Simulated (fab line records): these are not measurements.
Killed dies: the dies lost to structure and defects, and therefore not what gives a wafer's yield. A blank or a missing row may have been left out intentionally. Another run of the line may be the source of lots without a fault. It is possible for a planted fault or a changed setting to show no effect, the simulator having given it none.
The tool behind it: which one? | flow sky130 | Sampling: 6 lots, 18 wafers, 2 of 708 route steps

## WHAT EACH GAUGE READ, for each wafer
SKY_LI_CONTACT_RS_MEAS_22: uses a four-point probe to measure.
lot  | measured     | on            | LI_CONTACT_W_RS (ohm/sq)
L301 | day 29 22:25 | film_metro-01 | 0.289 0.290 0.292
L310 | day 32 12:35 | film_metro-03 | 0.286 0.286 0.285
L312 | day 33 14:10 | film_metro-04 | 0.292 0.291 0.285
L315 | day 35 18:26 | film_metro-03 | 0.288 0.287 0.285
L316 | day 35 23:10 | film_metro-01 | 0.285 0.283 0.286
L319 | day 36 01:55 | film_metro-04 | 0.291 0.284 0.286

## WHAT TOOL EACH LOT RAN ON (gives the tool, then ch and the chambers of the sampled wafers, and finally the start)
lot  | SKY_LI_CONTACT_CVD_21
L301 | cvd_w-01 ch 0,1, day 29 22:17
L310 | cvd_w-01 ch 1, day 32 12:20
L312 | cvd_w-02 ch 0,1, day 33 14:02
L315 | cvd_w-02 ch 0,1, day 35 18:19
L316 | cvd_w-02 ch 0,1, day 35 23:02
L319 | cvd_w-02 ch 0,1, day 36 01:47
- SKY_LI_CONTACT_CVD_21: deposits W, target thk 400 nm, time 120.56 s.

## THE ANSWER, worked out from the rows above alone
Rule: usual is defined by the lots themselves. The widest of any qualifying gaps counts: lots, ordered by their means at a reading, are off when they make up no more than a third of the lots, leave a main group of 4 or more, and stand apart from it by 3 or more times the standard deviation of that group's means. A main group whose means are all the same, to the digits that the tables above print for the reading, isn't used. Also off: a lot with no number at a reading for which 4 or more lots have one. All remaining lots with rows at the step are treated as sound.
No lot is off on any of the readings shown, so nothing can be concluded from this.

## WHAT WAS PUT IN BY THE SIMULATOR
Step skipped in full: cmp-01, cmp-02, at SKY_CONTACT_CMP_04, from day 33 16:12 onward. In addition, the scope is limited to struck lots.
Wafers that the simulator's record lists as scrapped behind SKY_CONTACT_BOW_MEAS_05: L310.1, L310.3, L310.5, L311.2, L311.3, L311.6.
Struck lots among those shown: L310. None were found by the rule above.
